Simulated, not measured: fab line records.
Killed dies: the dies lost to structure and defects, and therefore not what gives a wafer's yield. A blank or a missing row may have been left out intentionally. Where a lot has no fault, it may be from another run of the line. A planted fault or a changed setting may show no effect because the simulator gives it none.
Problem report in the 8D (eight disciplines) form, filled by code / flow gf180mcu / the parts of the form that need people (team, actions taken, sign-off) are left out

1. WHAT WENT WRONG
Across 6 wafers from 2 lots, LVPWELL_RS at GF_VT_IMPLANT_RS_MEAS_48 averages 1123 ohm/sq, while fault-free wafers read 1196 ohm/sq with a standard deviation of 3.1. Relative to the usual mean, that is a shift of -23 standard deviations.
The step: measures by four-point-probe.
First seen on wafer L861.1, day 9 00:07, on film_metro-04. The record holds 33 wafers of 11 lots with a number at this step. Rule for "out" (also "out of limits"): further than 4 standard deviations from the usual mean. Any other wafer with a number is counted as sound.

2. WHAT IT IS; WHAT IT IS NOT
question=which readings at this step | is=LVPWELL_RS | is not=-
question=which lots | is=L861, L865 | is not=L856, L857, L871, L873, L875, L876, L877, L878, L879
question=which wafers of those lots | is=all that have a number | is not=-
question=read on which gauges | is=film_metro-04 | is not=film_metro-01, film_metro-03
question=when | is=from day 9 00:07 | is not=up to then (6 sound wafers); but 21 sound wafers of L871, L873, L875, L876, L877, L878, L879 came after

3. THE SUSPECTS, EACH WITH WHAT RULES IT OUT
Counting: a tool stays on the suspect list if, at a process step up to the reading, it processed all lots that are out and no sound lot following the first of them.
- the gauge at GF_VT_IMPLANT_RS_MEAS_48 is ruled out. All the wafers that are out were read on film_metro-04, but those of them that GF_LVPWELL_IMPLANT_09 has rows for are out there too, on other tools.
- implanter-03 at GF_LVPWELL_IMPLANT_09: kept. It ran every lot that is out, first L861 (day 5 01:32), and no sound lot after that. Out on those wafers are its own readings of dose_ions_cm2, faraday_current_uA.
After counting, what remains is implanter-03 at GF_LVPWELL_IMPLANT_09.

4. THE CAUSE (what the simulator had put in)
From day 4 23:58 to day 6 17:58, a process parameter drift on implanter-03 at GF_LVPWELL_IMPLANT_09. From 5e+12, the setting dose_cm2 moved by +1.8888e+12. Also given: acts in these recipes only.
Only this tool survived the counting.

5. THE EFFECT CHAIN, in route order
One row per reading whose mean, taken over the struck wafers that have a number, lies over 3 standard deviations from the usual. Only readings whose record carries a usual standard deviation are examined. hours: median over the lots of the time between each lot's start at the first step of this table that gives one and its start at this step. sigmas: the change, counted in usual standard deviations.
hours=0; step=GF_LVPWELL_IMPLANT_09; reading=dose_ions_cm2; usual=5.001e+12; on struck wafers=6.892e+12; change=+1.890e+12; sigmas=+99 or more
hours=0; step=GF_LVPWELL_IMPLANT_09; reading=faraday_current_uA; usual=28.2; on struck wafers=38.7; change=+10.5; sigmas=+18
hours=0; step=GF_LVPWELL_TW_MEAS_11; reading=LVPWELL_TW; usual=556; on struck wafers=566; change=+10; sigmas=+3.1
hours=97; step=GF_VT_IMPLANT_RS_MEAS_48; reading=LVPWELL_RS; usual=1196 ohm/sq; on struck wafers=1123; change=-73; sigmas=-23
Here are the process steps it includes:
- GF_LVPWELL_IMPLANT_09

6. HOW IT WOULD HAVE BEEN CAUGHT EARLIER
96 hours passed between the start of the fault at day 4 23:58 and the first reading out of limits at a measuring or inspecting step in this record, taken at day 9 00:07.
The tool's own readings at GF_LVPWELL_IMPLANT_09 were out on every struck wafer that the step has a row for (dose_ions_cm2, faraday_current_uA): an alarm limit on them would have fired on the first of those.
By day 9 00:07 the whole set of lots that are out, 2 in number, had already begun GF_LVPWELL_IMPLANT_09 on implanter-03. Tool hold at that time: it would have spared none of them.
